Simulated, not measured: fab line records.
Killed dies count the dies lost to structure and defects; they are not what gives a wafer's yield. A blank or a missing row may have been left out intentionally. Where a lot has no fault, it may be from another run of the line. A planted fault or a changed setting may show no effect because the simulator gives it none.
fab line records	flow sky130
[record] lots = 24	wafers = 72	last-day = 51
route steps=708 shown CONTACT@406 METAL1@450 METAL2@498
lots that met no fault: from a run of the same line without faults
start-h: hours from the record's first day to the start of the lot's first wafer shown	wait-h: time in hours since the lot's previous step	" identical to the entry in the row above	L1.1+2: one row covering several wafers at once	- no value, or no start given	* or withheld: withheld	< > ~ a bound
route shown NAME@n: names a module that has steps shown in the file, with the first one's number in the route	usual: the fault-free wafers' mean and standard deviation	same: alike in all rows	chamber/n: place in a boat	sites: per-site readings	_std_site: how widely they spread, as a standard deviation	_edge_site: inner sites' mean taken away from outer sites' mean	radius-mm: for every site, how far away it sits from the centre of the wafer	mask NAME#n: copy n	behind: the last tool/chamber to shape the wafer	hold: reason for holding the lot/hours on hold/outcome of the hold	device: transistor that didn't switch, given as n, p or np	end of line: the same wafers' tests at the end of the route	a step given without rows: its recipe and nothing more	killed: not the wafer's yield, but the dies lost to structure and defects at the first sort	map: dies across one wafer; x = killed, . = not, _ = none there
set.NAME: setting as actually run; set.NAME@STEP: the setting as run at that earlier step	model.NAME: the simulator's own value behind a step, which no gauge read
steps of the route over a sample of lots; a table a step, a row a wafer
services: the hour from which a tool's chamber was out of use, counted from the record's first day as start-h (under 0 if before that day), plus the number of hours and why
[[steps]]
[step SKY_CONTACT_CVD_00]
[recipe] material = Si3N4	target-thk-nm = 75	temp-c = 400	time-s = withheld	rf-w = 450
[usual] heater-power-w = 721/120
lot.wafer	tool	chamber	start-h	wait-h	heater-power-w
L074.2	pecvd-04	0	697.99	0.0	601
L074.3	"	1	"	"	761
L074.6	"	2	"	"	775
L075.4	pecvd-04	1	716.96	0.0	774
L075.5	"	2	"	"	694
L075.6	"	0	"	"	635
L076.1	pecvd-02	0	719.70	0.0	1004
L076.2	"	1	"	"	743
L076.5	"	2	"	"	855
L077.4	pecvd-03	0	733.22	0.0	685
L077.5	"	2	"	"	684
L077.6	"	1	"	"	643
L078.3	pecvd-02	1	764.41	0.0	702
L078.4	"	1	"	"	717
L078.6	"	0	"	"	980
L079.4	pecvd-03	0	765.01	0.0	587
L079.5	"	1	"	"	621
L079.6	"	2	"	"	727
L080.1	pecvd-04	2	765.34	0.0	658
L080.4	"	1	"	"	729
L080.5	"	2	"	"	651
L081.3	pecvd-02	2	766.41	0.0	898
L081.5	"	2	"	"	737
L081.6	"	0	"	"	929
L082.3	pecvd-03	1	772.19	0.0	626
L082.5	"	1	"	"	638
L082.6	"	2	"	"	660
L083.1	pecvd-03	1	781.19	0.0	549
L083.3	"	2	"	"	661
L083.5	"	0	"	"	611
L084.1	pecvd-03	0	793.69	0.0	680
L084.3	"	1	"	"	646
L084.5	"	1	"	"	626
L086.1	pecvd-02	1	801.76	0.0	734
L086.3	"	0	"	"	948
L086.6	"	1	"	"	730
L085.1	pecvd-03	1	805.94	0.0	628
L085.2	"	0	"	"	684
L085.4	"	1	"	"	623
L087.2	pecvd-03	0	814.63	0.0	633
L087.4	"	1	"	"	628
L087.6	"	2	"	"	586
L088.2	pecvd-04	0	815.32	0.0	684
L088.3	"	2	"	"	721
L088.6	"	1	"	"	782
L089.2	pecvd-02	0	835.13	0.0	1010
L089.5	"	0	"	"	978
L089.6	"	1	"	"	712
L090.2	pecvd-04	0	842.58	0.0	627
L090.3	"	2	"	"	624
L090.4	"	1	"	"	738
L091.2	pecvd-03	1	847.98	0.0	591
L091.3	"	2	"	"	708
L091.5	"	1	"	"	613
L092.2	pecvd-02	1	853.75	0.0	760
L092.4	"	1	"	"	752
L092.5	"	0	"	"	962
L093.2	pecvd-03	2	854.29	0.0	642
L093.3	"	1	"	"	612
L093.6	"	1	"	"	606
L094.1	pecvd-04	0	861.66	0.0	641
L094.2	"	2	"	"	628
L094.3	"	1	"	"	727
L095.1	pecvd-04	2	868.38	0.0	704
L095.5	"	2	"	"	692
L095.6	"	0	"	"	581
L097.1	pecvd-04	0	895.85	0.0	550
L097.4	"	0	"	"	558
L097.5	"	1	"	"	795
L096.1	pecvd-02	0	923.99	0.0	1028
L096.2	"	2	"	"	803
L096.6	"	1	"	"	726
[step SKY_METAL1_OVL_MEAS_16]
[usual] METAL1_OVL = 1/5.3
lot.wafer	tool	chamber	start-h	wait-h	METAL1_OVL[nm]
L074.2	overlay-02	-	756.39	0.1	1
L074.3	"	-	"	"	0
L074.6	"	-	"	"	6
L075.4	overlay-01	-	774.52	0.1	-2
L075.5	"	-	"	"	-4
L075.6	"	-	"	"	-3
L076.1	overlay-01	-	775.43	0.1	1
L076.2	"	-	"	"	-8
L076.5	"	-	"	"	-7
L077.4	overlay-01	-	789.75	0.1	-1
L077.5	"	-	"	"	-4
L077.6	"	-	"	"	-5
L078.3	overlay-02	-	819.95	0.1	-1
L078.4	"	-	"	"	9
L078.6	"	-	"	"	4
L079.4	overlay-01	-	820.45	0.1	-1
L079.5	"	-	"	"	8
L079.6	"	-	"	"	7
L080.1	overlay-02	-	820.79	0.1	-2
L080.4	"	-	"	"	5
L080.5	"	-	"	"	-1
L081.3	overlay-01	-	822.61	0.1	-3
L081.5	"	-	"	"	-6
L081.6	"	-	"	"	-10
L082.3	overlay-01	-	828.26	0.1	4
L082.5	"	-	"	"	5
L082.6	"	-	"	"	10
L083.1	overlay-01	-	836.44	0.1	2
L083.3	"	-	"	"	-13
L083.5	"	-	"	"	7
L084.1	overlay-02	-	848.80	0.1	-12
L084.3	"	-	"	"	-14
L084.5	"	-	"	"	-7
L086.1	overlay-01	-	857.65	0.1	2
L086.3	"	-	"	"	1
L086.6	"	-	"	"	2
L085.1	overlay-02	-	860.23	0.1	5
L085.2	"	-	"	"	6
L085.4	"	-	"	"	5
L087.2	overlay-02	-	868.56	0.1	10
L087.4	"	-	"	"	4
L087.6	"	-	"	"	7
L088.2	overlay-02	-	870.29	0.1	6
L088.3	"	-	"	"	0
L088.6	"	-	"	"	6
L089.2	overlay-02	-	889.69	0.1	1
L089.5	"	-	"	"	3
L089.6	"	-	"	"	7
L090.2	overlay-02	-	897.76	0.1	1
L090.3	"	-	"	"	-5
L090.4	"	-	"	"	-1
L091.2	overlay-02	-	901.91	0.1	3
L091.3	"	-	"	"	7
L091.5	"	-	"	"	4
L092.2	overlay-02	-	906.54	0.1	-9
L092.4	"	-	"	"	-5
L092.5	"	-	"	"	8
L093.2	overlay-01	-	908.11	0.1	1
L093.3	"	-	"	"	5
L093.6	"	-	"	"	5
L094.1	overlay-02	-	915.59	0.1	12
L094.2	"	-	"	"	4
L094.3	"	-	"	"	10
L095.1	overlay-02	-	922.53	0.1	8
L095.5	"	-	"	"	3
L095.6	"	-	"	"	-1
L097.1	overlay-02	-	948.04	0.1	-1
L097.4	"	-	"	"	2
L097.5	"	-	"	"	3
L096.1	overlay-01	-	975.55	0.1	6
L096.2	"	-	"	"	0
L096.6	"	-	"	"	4
[step SKY_METAL1_ETCH_18]
[recipe] chemistry = N2/H2	target = BARC	ion-energy-ev = 200	bias-w = 100	pressure-mtorr = 30	n2-flow-sccm = 100	h2-flow-sccm = 200	icp-w = 500	stop-on = SiO2	time-s = 45.9	target-depth-a = 600
[usual] drypump-motor-current-A = 5.8/0.38	n2-flow-sccm = 100.06/0.29	oes-product-au = 0.855/0.0046	throttle-valve-pct = 13.225/0.0081
lot.wafer	tool	chamber	start-h	wait-h	drypump-motor-current-A	n2-flow-sccm	oes-product-au	rf-hours-counter-h	throttle-valve-pct
L074.2	rie-metal-03	1	756.45	0.0	5.9	99.71	0.857	7	13.224
L074.3	"	0	"	"	6.3	99.99	0.849	-	13.225
L074.6	"	0	"	"	6.3	99.92	0.850	-	13.217
L075.4	rie-metal-02	1	774.59	0.0	5.7	99.85	0.857	-	13.215
L075.5	"	0	"	"	6.3	100.45	0.851	-	13.224
L075.6	"	1	"	"	5.7	100.21	0.856	-	13.226
L076.1	rie-metal-04	1	775.50	0.0	5.4	100.12	0.854	5	13.209
L076.2	"	0	"	"	5.4	99.97	0.855	13	13.218
L076.5	"	1	"	"	5.4	99.80	0.851	-	13.225
L077.4	rie-metal-03	0	789.82	0.0	6.2	100.15	0.855	-	13.218
L077.5	"	0	"	"	6.3	100.03	0.853	-	13.214
L077.6	"	1	"	"	6.0	100.13	0.859	-	13.218
L078.3	rie-metal-04	1	820.02	0.0	5.3	100.36	0.858	-	13.216
L078.4	"	0	"	"	5.4	100.04	0.852	-	13.239
L078.6	"	0	"	"	5.4	100.03	0.849	-	13.233
L079.4	rie-metal-02	1	820.52	0.0	5.7	100.19	0.857	-	13.213
L079.5	"	0	"	"	6.3	99.61	0.858	-	13.225
L079.6	"	1	"	"	5.7	100.01	0.859	-	13.236
L080.1	rie-metal-03	1	820.85	0.0	5.9	100.02	0.857	10	13.233
L080.4	"	0	"	"	6.2	100.14	0.853	-	13.243
L080.5	"	0	"	"	6.2	100.02	0.853	-	13.226
L081.3	rie-metal-02	0	822.69	0.0	6.3	99.86	0.846	-	13.221
L081.5	"	0	"	"	6.3	100.31	0.858	-	13.228
L081.6	"	1	"	"	5.7	99.86	0.858	-	13.235
L082.3	rie-metal-02	1	828.34	0.0	5.7	99.60	0.861	-	13.222
L082.5	"	1	"	"	5.7	100.14	0.854	-	13.220
L082.6	"	0	"	"	6.3	99.46	0.861	-	13.225
L083.1	rie-metal-02	0	836.50	0.0	6.3	99.92	0.859	11	13.231
L083.3	"	1	"	"	5.7	99.71	0.855	-	13.230
L083.5	"	0	"	"	6.4	100.15	0.855	-	13.231
L084.1	rie-metal-02	0	848.87	0.0	6.3	99.90	0.860	12	13.245
L084.3	"	1	"	"	5.7	100.03	0.854	-	13.227
L084.5	"	0	"	"	6.3	100.11	0.852	-	13.233
L086.1	rie-metal-04	0	857.72	0.0	5.3	100.01	0.858	16	13.228
L086.3	"	1	"	"	5.4	99.99	0.849	-	13.245
L086.6	"	0	"	"	5.4	99.61	0.857	-	13.222
L085.1	rie-metal-03	1	860.30	0.0	5.9	100.74	0.852	11	13.223
L085.2	"	0	"	"	6.3	100.01	0.854	3	13.216
L085.4	"	0	"	"	6.3	99.80	0.861	-	13.226
L087.2	rie-metal-04	0	868.62	0.0	5.4	100.45	0.845	16	13.212
L087.4	"	1	"	"	5.4	100.42	0.856	-	13.223
L087.6	"	1	"	"	5.4	100.11	0.860	-	13.216
L088.2	rie-metal-02	0	870.35	0.0	6.3	100.60	0.856	13	13.229
L088.3	"	1	"	"	5.7	99.87	0.860	-	13.231
L088.6	"	1	"	"	5.7	100.07	0.858	-	13.216
L089.2	rie-metal-02	0	889.75	0.0	6.3	100.08	0.862	14	13.208
L089.5	"	1	"	"	5.7	99.61	0.852	-	13.226
L089.6	"	0	"	"	6.3	99.97	0.848	-	13.227
L090.2	rie-metal-02	1	897.82	0.0	5.7	99.57	0.860	9	13.213
L090.3	"	0	"	"	6.3	100.18	0.852	-	13.226
L090.4	"	1	"	"	5.7	99.47	0.846	-	13.209
L091.2	rie-metal-03	0	901.97	0.0	6.3	100.15	0.852	5	13.225
L091.3	"	0	"	"	6.2	100.24	0.854	-	13.221
L091.5	"	0	"	"	6.2	99.98	0.853	-	13.222
L092.2	rie-metal-02	1	906.60	0.0	5.7	100.15	0.864	9	13.220
L092.4	"	1	"	"	5.7	100.68	0.860	-	13.244
L092.5	"	0	"	"	6.4	100.45	0.864	-	13.218
L093.2	rie-metal-04	1	908.17	0.0	5.4	100.24	0.856	9	13.216
L093.3	"	0	"	"	5.4	100.17	0.851	-	13.225
L093.6	"	0	"	"	5.4	100.09	0.859	-	13.213
L094.1	rie-metal-04	1	915.68	0.1	5.4	99.82	0.852	10	13.232
L094.2	"	1	"	"	5.4	99.90	0.856	-	13.221
L094.3	"	1	"	"	5.4	99.53	0.850	-	13.236
L095.1	rie-metal-04	1	922.63	0.1	5.4	100.32	0.855	10	13.233
L095.5	"	1	"	"	5.3	100.13	0.848	-	13.219
L095.6	"	1	"	"	5.3	99.98	0.851	-	13.231
L097.1	rie-metal-02	0	948.10	0.0	6.3	100.08	0.853	17	13.224
L097.4	"	0	"	"	6.4	100.42	0.846	-	13.221
L097.5	"	0	"	"	6.3	100.02	0.855	-	13.225
L096.1	rie-metal-02	1	975.62	0.0	5.7	100.20	0.851	13	13.220
L096.2	"	0	"	"	6.3	99.74	0.848	18	13.228
L096.6	"	1	"	"	5.7	99.90	0.857	-	13.216
[step SKY_METAL1_METAL_ETCH_19]
[recipe] target-depth-a = 3600	stop-on = SiO2	over-etch-frac = 0.3	time-s = 78	chemistry = Cl2/BCl3	resist-sidewall-deg = 88	pressure-mtorr = 10	icp-w = 900	bias-w = 48.5	Cl2_flow_sccm = 60	bcl3-flow-sccm = 30
[usual] drypump-motor-current-A = 5.8/0.38	oes-product-au = 0.855/0.0052	throttle-valve-pct = 22.265/0.0084
lot.wafer	tool	chamber	start-h	wait-h	drypump-motor-current-A	oes-product-au	rf-hours-counter-h	throttle-valve-pct
L074.2	rie-metal-03	1	756.52	0.0	5.9	0.849	7	22.263
L074.3	"	0	"	"	6.3	0.855	-	22.263
L074.6	"	0	"	"	6.2	0.860	-	22.266
L075.4	rie-metal-02	1	774.66	0.1	5.7	0.857	-	22.263
L075.5	"	0	"	"	6.3	0.852	-	22.270
L075.6	"	1	"	"	5.7	0.852	-	22.268
L076.1	rie-metal-04	1	775.57	0.0	5.4	0.849	5	22.266
L076.2	"	0	"	"	5.4	0.864	13	22.265
L076.5	"	1	"	"	5.4	0.857	-	22.274
L077.4	rie-metal-03	0	789.89	0.1	6.3	0.856	-	22.273
L077.5	"	0	"	"	6.3	0.854	-	22.268
L077.6	"	1	"	"	5.9	0.856	-	22.269
L078.3	rie-metal-04	1	820.09	0.1	5.4	0.853	-	22.261
L078.4	"	0	"	"	5.4	0.855	-	22.276
L078.6	"	0	"	"	5.4	0.854	-	22.269
L079.4	rie-metal-02	1	820.60	0.1	5.7	0.857	-	22.268
L079.5	"	0	"	"	6.3	0.858	-	22.268
L079.6	"	1	"	"	5.7	0.858	-	22.267
L080.1	rie-metal-03	1	820.92	0.0	5.9	0.847	10	22.261
L080.4	"	0	"	"	6.2	0.851	-	22.269
L080.5	"	0	"	"	6.3	0.848	-	22.262
L081.3	rie-metal-02	0	822.76	0.1	6.3	0.847	-	22.271
L081.5	"	0	"	"	6.3	0.855	-	22.256
L081.6	"	1	"	"	5.7	0.853	-	22.264
L082.3	rie-metal-02	1	828.41	0.1	5.7	0.858	-	22.278
L082.5	"	1	"	"	5.7	0.863	-	22.254
L082.6	"	0	"	"	6.3	0.850	-	22.262
L083.1	rie-metal-02	0	836.57	0.0	6.3	0.854	11	22.269
L083.3	"	1	"	"	5.7	0.853	-	22.255
L083.5	"	0	"	"	6.3	0.861	-	22.264
L084.1	rie-metal-02	0	848.93	0.0	6.3	0.857	12	22.245
L084.3	"	1	"	"	5.7	0.863	-	22.265
L084.5	"	0	"	"	6.3	0.861	-	22.261
L086.1	rie-metal-04	0	857.78	0.0	5.4	0.852	16	22.255
L086.3	"	1	"	"	5.4	0.862	-	22.267
L086.6	"	0	"	"	5.4	0.851	-	22.279
L085.1	rie-metal-03	1	860.36	0.0	6.0	0.859	11	22.258
L085.2	"	0	"	"	6.2	0.850	3	22.259
L085.4	"	0	"	"	6.2	0.850	-	22.261
L087.2	rie-metal-04	0	868.68	0.0	5.4	0.850	16	22.263
L087.4	"	1	"	"	5.4	0.853	-	22.269
L087.6	"	1	"	"	5.4	0.846	-	22.259
L088.2	rie-metal-02	0	870.41	0.0	6.3	0.855	13	22.266
L088.3	"	1	"	"	5.7	0.868	-	22.256
L088.6	"	1	"	"	5.7	0.855	-	22.279
L089.2	rie-metal-02	0	889.81	0.0	6.3	0.859	14	22.265
L089.5	"	1	"	"	5.7	0.859	-	22.259
L089.6	"	0	"	"	6.3	0.862	-	22.276
L090.2	rie-metal-02	1	897.88	0.0	5.7	0.852	9	22.265
L090.3	"	0	"	"	6.3	0.864	-	22.255
L090.4	"	1	"	"	5.7	0.854	-	22.264
L091.2	rie-metal-03	0	902.03	0.0	6.2	0.852	5	22.254
L091.3	"	0	"	"	6.2	0.848	-	22.272
L091.5	"	0	"	"	6.2	0.862	-	22.267
L092.2	rie-metal-02	1	906.66	0.0	5.7	0.851	9	22.262
L092.4	"	1	"	"	5.7	0.854	-	22.263
L092.5	"	0	"	"	6.3	0.858	-	22.270
L093.2	rie-metal-04	1	908.23	0.0	5.4	0.857	9	22.266
L093.3	"	0	"	"	5.4	0.859	-	22.260
L093.6	"	0	"	"	5.4	0.858	-	22.269
L094.1	rie-metal-04	1	915.81	0.1	5.4	0.859	10	22.247
L094.2	"	1	"	"	5.4	0.859	-	22.254
L094.3	"	1	"	"	5.4	0.855	-	22.252
L095.1	rie-metal-04	1	922.76	0.1	5.4	0.846	10	22.271
L095.5	"	1	"	"	5.4	0.859	-	22.257
L095.6	"	1	"	"	5.4	0.852	-	22.254
L097.1	rie-metal-02	0	948.17	0.0	6.3	0.860	17	22.267
L097.4	"	0	"	"	6.3	0.854	-	22.256
L097.5	"	0	"	"	6.3	0.854	-	22.276
L096.1	rie-metal-02	1	975.68	0.0	5.7	0.851	13	22.276
L096.2	"	0	"	"	6.3	0.848	18	22.263
L096.6	"	1	"	"	5.7	0.852	-	22.252
[step SKY_METAL2_CD_MEAS_15]
[recipe] target-cd-nm = 140
[usual] cd-nm = 139.5/1.7
lot.wafer	tool	chamber	start-h	wait-h	cd-nm
L074.2	cd-sem-01	-	812.75	-	139.7
L074.3	"	-	"	"	140.2
L074.6	"	-	"	"	139.4
L075.4	cd-sem-01	-	830.68	-	140.0
L075.5	"	-	"	"	139.2
L075.6	"	-	"	"	139.3
L076.1	cd-sem-02	-	832.38	-	139.0
L076.2	"	-	"	"	135.6
L076.5	"	-	"	"	136.8
L077.4	cd-sem-02	-	845.43	-	140.1
L077.5	"	-	"	"	139.3
L077.6	"	-	"	"	140.7
L078.3	cd-sem-01	-	874.56	-	137.3
L078.4	"	-	"	"	137.7
L078.6	"	-	"	"	136.7
L079.4	cd-sem-02	-	874.93	-	140.4
L079.5	"	-	"	"	140.9
L079.6	"	-	"	"	140.3
L080.1	cd-sem-01	-	875.23	-	136.4
L080.4	"	-	"	"	136.4
L080.5	"	-	"	"	136.5
L081.3	cd-sem-01	-	877.36	-	138.4
L081.5	"	-	"	"	138.7
L081.6	"	-	"	"	138.1
L082.3	cd-sem-02	-	882.22	-	142.3
L082.5	"	-	"	"	141.7
L082.6	"	-	"	"	139.6
L083.1	cd-sem-02	-	891.43	-	137.6
L083.3	"	-	"	"	137.3
L083.5	"	-	"	"	136.4
L084.1	cd-sem-01	-	903.68	-	139.6
L084.3	"	-	"	"	139.5
L084.5	"	-	"	"	138.1
L086.1	cd-sem-01	-	912.43	-	138.7
L086.3	"	-	"	"	138.9
L086.6	"	-	"	"	137.3
L085.1	cd-sem-01	-	915.13	-	139.7
L085.2	"	-	"	"	141.0
L085.4	"	-	"	"	139.9
L087.2	cd-sem-01	-	922.85	-	143.0
L087.4	"	-	"	"	142.9
L087.6	"	-	"	"	141.2
L088.2	cd-sem-01	-	924.24	-	140.0
L088.3	"	-	"	"	141.5
L088.6	"	-	"	"	140.6
L089.2	cd-sem-02	-	943.40	-	140.7
L089.5	"	-	"	"	140.8
L089.6	"	-	"	"	142.9
L090.2	cd-sem-01	-	950.20	-	141.2
L090.3	"	-	"	"	139.2
L090.4	"	-	"	"	139.9
L091.2	cd-sem-01	-	953.89	-	140.1
L091.3	"	-	"	"	138.1
L091.5	"	-	"	"	138.1
L092.2	cd-sem-02	-	958.40	-	139.2
L092.4	"	-	"	"	139.5
L092.5	"	-	"	"	139.5
L093.2	cd-sem-01	-	959.90	-	141.4
L093.3	"	-	"	"	140.0
L093.6	"	-	"	"	139.0
L094.1	cd-sem-02	-	968.03	-	140.2
L094.2	"	-	"	"	138.8
L094.3	"	-	"	"	141.1
L095.1	cd-sem-02	-	975.08	-	138.8
L095.5	"	-	"	"	137.9
L095.6	"	-	"	"	139.1
L097.1	cd-sem-02	-	998.72	-	142.1
L097.4	"	-	"	"	139.3
L097.5	"	-	"	"	141.0
L096.1	cd-sem-02	-	1024.83	-	140.4
L096.2	"	-	"	"	142.2
L096.6	"	-	"	"	140.5
[step SKY_METAL2_DESCUM_17]
[recipe] chemistry = O2	source-power-w = 150	bias-power-w = 0	pressure-mtorr = 10	temp-c = 40	time-s = 8
[usual] drypump-motor-current-A = 5.98/0.29	oes-product-au = 1.007/0.0076
[same] bias-power-w = 0
lot.wafer	tool	chamber	start-h	wait-h	drypump-motor-current-A	oes-product-au	rf-hours-counter-h
L074.2	rie-metal-03	0	812.88	0.0	6.26	1.007	1
L074.3	"	1	"	"	5.94	1.001	-
L074.6	"	0	"	"	6.27	1.018	-
L075.4	rie-metal-02	1	830.78	0.0	5.69	1.001	-
L075.5	"	0	"	"	6.33	1.015	-
L075.6	"	1	"	"	5.69	1.012	-
L076.1	rie-metal-03	0	832.53	0.0	6.26	1.015	2
L076.2	"	1	"	"	5.94	0.999	10
L076.5	"	1	"	"	5.93	0.996	-
L077.4	rie-metal-01	1	845.53	0.0	5.48	1.011	-
L077.5	"	1	"	"	5.47	1.001	-
L077.6	"	0	"	"	6.02	0.995	-
L078.3	rie-metal-01	0	874.68	0.0	5.98	1.002	-
L078.4	"	1	"	"	5.50	1.007	-
L078.6	"	1	"	"	5.48	0.996	-
L079.4	rie-metal-03	1	875.03	0.0	5.92	1.011	-
L079.5	"	1	"	"	5.93	1.010	-
L079.6	"	0	"	"	6.24	1.003	-
L080.1	rie-metal-02	0	875.39	0.0	6.32	1.007	13
L080.4	"	0	"	"	6.29	1.009	-
L080.5	"	0	"	"	6.30	1.016	-
L081.3	rie-metal-02	1	877.48	0.0	5.69	1.002	-
L081.5	"	0	"	"	6.31	1.004	-
L081.6	"	1	"	"	5.69	1.008	-
L082.3	rie-metal-02	1	882.35	0.0	5.68	1.003	-
L082.5	"	0	"	"	6.32	1.011	-
L082.6	"	1	"	"	5.69	1.007	-
L083.1	rie-metal-02	0	891.59	0.0	6.35	1.016	14
L083.3	"	0	"	"	6.32	1.014	-
L083.5	"	0	"	"	6.25	1.016	-
L084.1	rie-metal-03	0	903.84	0.0	6.26	1.024	5
L084.3	"	0	"	"	6.27	1.014	-
L084.5	"	0	"	"	6.27	1.025	-
L086.1	rie-metal-02	1	912.59	0.0	5.69	1.010	9
L086.3	"	0	"	"	6.32	1.025	-
L086.6	"	0	"	"	6.33	1.027	-
L085.1	rie-metal-01	0	915.29	0.0	6.03	0.992	17
L085.2	"	1	"	"	5.46	0.993	5
L085.4	"	1	"	"	5.48	0.997	-
L087.2	rie-metal-02	0	922.99	0.0	6.29	1.010	15
L087.4	"	1	"	"	5.68	1.013	-
L087.6	"	0	"	"	6.33	1.008	-
L088.2	rie-metal-03	1	924.37	0.0	5.94	1.000	14
L088.3	"	1	"	"	5.95	1.016	-
L088.6	"	0	"	"	6.25	1.001	-
L089.2	rie-metal-01	0	943.54	0.0	5.98	1.000	18
L089.5	"	0	"	"	6.00	0.999	-
L089.6	"	1	"	"	5.48	1.001	-
L090.2	rie-metal-01	0	950.34	0.0	5.99	1.009	18
L090.3	"	1	"	"	5.48	1.004	-
L090.4	"	0	"	"	5.94	0.995	-
L091.2	rie-metal-02	1	954.02	0.0	5.69	1.006	11
L091.3	"	1	"	"	5.69	1.003	-
L091.5	"	1	"	"	5.69	0.999	-
L092.2	rie-metal-03	0	958.54	0.0	6.26	1.005	7
L092.4	"	1	"	"	5.97	1.011	-
L092.5	"	0	"	"	6.25	1.011	-
L093.2	rie-metal-02	0	960.04	0.0	6.29	1.012	17
L093.3	"	1	"	"	5.68	1.013	-
L093.6	"	0	"	"	6.30	1.020	-
L094.1	rie-metal-02	0	968.19	0.0	6.31	1.012	18
L094.2	"	1	"	"	5.68	1.005	12
L094.3	"	0	"	"	6.32	1.015	-
L095.1	rie-metal-03	0	975.24	0.0	6.25	1.011	8
L095.5	"	1	"	"	5.95	1.002	-
L095.6	"	0	"	"	6.25	1.016	-
L097.1	rie-metal-02	1	998.87	0.0	5.67	0.991	14
L097.4	"	0	"	"	6.33	1.003	-
L097.5	"	1	"	"	5.68	1.005	-
L096.1	rie-metal-03	1	1024.99	0.0	5.94	1.004	19
L096.2	"	0	"	"	6.26	1.017	11
L096.6	"	0	"	"	6.26	1.025	-
[[services]]
tool	chamber	start-h	hours	kind
rie-metal-04	-	708.01	0.7	repair
pecvd-03	-	715.96	5.5	pm
pecvd-02	-	717.43	0.6	repair
pecvd-02	-	749.49	2.2	repair
rie-metal-01	-	752.38	0.6	repair
rie-metal-03	0	759.84	-	clean
rie-metal-03	0	759.84	16.3	scheduled-down
rie-metal-03	0	759.84	16.3	vent-cycle
pecvd-04	-	791.19	4.3	repair
pecvd-02	1	824.93	7.2	repair
rie-metal-01	0	857.80	6.0	repair
pecvd-02	-	863.16	0.7	repair
pecvd-04	2	877.05	4.3	repair
pecvd-02	1	895.63	3.1	repair
rie-metal-02	-	904.70	0.1	repair
rie-metal-04	0	915.37	-	clean
rie-metal-04	0	915.37	20.5	scheduled-down
rie-metal-03	-	958.82	1.4	repair
pecvd-02	-	984.67	6.0	pm
rie-metal-04	-	997.16	0.6	repair
rie-metal-04	-	999.64	3.3	repair
rie-metal-03	-	1013.87	2.8	pm
rie-metal-04	-	1014.81	4.3	pm
rie-metal-03	-	1017.03	0.9	repair
[[key]]
fault none
